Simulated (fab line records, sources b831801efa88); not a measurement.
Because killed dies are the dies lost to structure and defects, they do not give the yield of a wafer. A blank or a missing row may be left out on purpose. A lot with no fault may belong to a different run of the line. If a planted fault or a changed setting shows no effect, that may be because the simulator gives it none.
Struck lot and sound lot, side by side | flow sky130 | 17 steps out of a route of 708
Sound: the wafers L371.2, L371.3, L371.4. Wafers struck: L377.3, L377.4, L377.6. At the end, the cause is stated.
At each step with rows: each side's tool, then ch and its chambers, then its first start. Under that, the readings that differ: sound wafers | struck wafers | difference of the means | sigmas: that difference in standard deviations of wafers without a fault.
alike: a reading whose means differ by less than 2 such deviations, as well as words and numbers matching on both sides. not compared: withheld readings; readings where some wafer has no value; bounds like >300 that might hide an equal value; numbers whose values overlap and for which the record gives no deviation.
Wherever a step has rows on one side only, a row that says differs or no value, or a row with sigmas, the two part there. Non-overlapping numbers with no deviation appear without sigmas and do not part them. A reading that every wafer of one side lacks parts them only if that side has two wafers or more.

first, 1 step without rows for these wafers: SKY_LDD_N_IMPLANT_15.
SKY_LDD_N_STRIP_16: strips in O2/N2.
  sound on plasma-asher-02 ch 0,1, day 19 17:05; struck on plasma-asher-02 ch 0,1, day 22 18:51
  alike: drypump-motor-current-A, o2-flow-sccm, oes-product-au, strip-time-to-endpoint-s
  not compared: rf-hours-counter-h
SKY_LDD_N_TW_MEAS_17:
  sound: film-metro-03 at day 19 17:12; struck: film-metro-01 at day 22 18:56
  reading  | sound          | struck         | difference | sigmas
  LDD_N_TW | 2607 2593 2604 | 2565 2578 2562 | -33        | -3
then, 7 steps without rows for these wafers: SKY_LDD_P_DEHYDRATE_00 (time 60 s); SKY_LDD_P_HMDS_01 (prime time 60 s); SKY_LDD_P_COAT_02 (resist thk 1140 nm); SKY_LDD_P_SOFTBAKE_03 (time 60 s); SKY_LDD_P_EXPOSE_04 (exposes mask PSDM, target cd 380 nm); SKY_LDD_P_PEB_05; SKY_LDD_P_DEVELOP_06 (develop time 60 s).
SKY_LDD_P_CD_MEAS_07: target cd 380 nm.
  sound: cd-sem-01 at day 20 23:44; struck: cd-sem-01 at day 24 00:40
  alike: cd-nm
SKY_LDD_P_OVL_MEAS_08:
  sound: overlay-02 at day 20 23:50; struck: overlay-01 at day 24 00:46
  alike: LDD_P_OVL
SKY_LDD_P_IMPLANT_09:
  sound on implanter-01 ch 0, day 20 23:53; struck on implanter-01 ch 0, day 24 00:50
  reading                   | sound                | struck               | difference | sigmas
  beam-energy-keV           | 24.987 24.992 25.005 | 20.442 20.447 20.436 | -4.553     | -99 or more
  model.implant.rp-nm (nm)  | 21.71 21.71 21.71    | 17.54 17.54 17.54    | -4.17      |
  model.implant.drp-nm (nm) | 11.41 11.41 11.41    | 9.901 9.901 9.901    | -1.509     |
  alike: dose-ions-cm2, end-station-pressure-torr
SKY_LDD_P_STRIP_10: strips in O2/N2.
  sound on plasma-asher-01 ch 0,1, day 21 00:01; struck on plasma-asher-01 ch 0,1, day 24 00:58
  alike: drypump-motor-current-A, o2-flow-sccm, oes-product-au, strip-time-to-endpoint-s
  not compared: rf-hours-counter-h
SKY_LDD_P_TW_MEAS_11:
  sound: film-metro-01 at day 21 00:07; struck: film-metro-02 at day 24 01:03
  reading  | sound       | struck      | difference | sigmas
  LDD_P_TW | 637 640 633 | 604 604 606 | -32        | -9
then, 1 step without rows for these wafers: SKY_LDD_HVN_DEHYDRATE_00 (time 60 s).
-- here the record skips 25 days between the struck wafers' starts before and after, leaving off in module LDD_HVN and picking up in module PAD_OPEN (first step shown: number 708 of the route) --
SKY_PAD_OPEN_PROBE_99:
  sound: prober-02 at day 47 01:17; struck: prober-02 at day 48 23:56
  reading                     | sound          | struck         | difference | sigmas
  model.etest.tip-p.rs-ohm-sq | 6833 6838 6866 | 7057 7095 7046 | +220       |
  alike: killed_at_M0_to_M3, killed_at_M4_up, killed-at-contacts, killed-at-front-end, killed-at-other, killed-dies, killed-open, killed-short

## WHERE THEY PART
Earliest at SKY_LDD_N_TW_MEAS_17; latest, in this record, at SKY_LDD_P_TW_MEAS_11. Later steps at which nothing parts them and some readings are alike: SKY_PAD_OPEN_PROBE_99.

WHY: what the simulator had put in
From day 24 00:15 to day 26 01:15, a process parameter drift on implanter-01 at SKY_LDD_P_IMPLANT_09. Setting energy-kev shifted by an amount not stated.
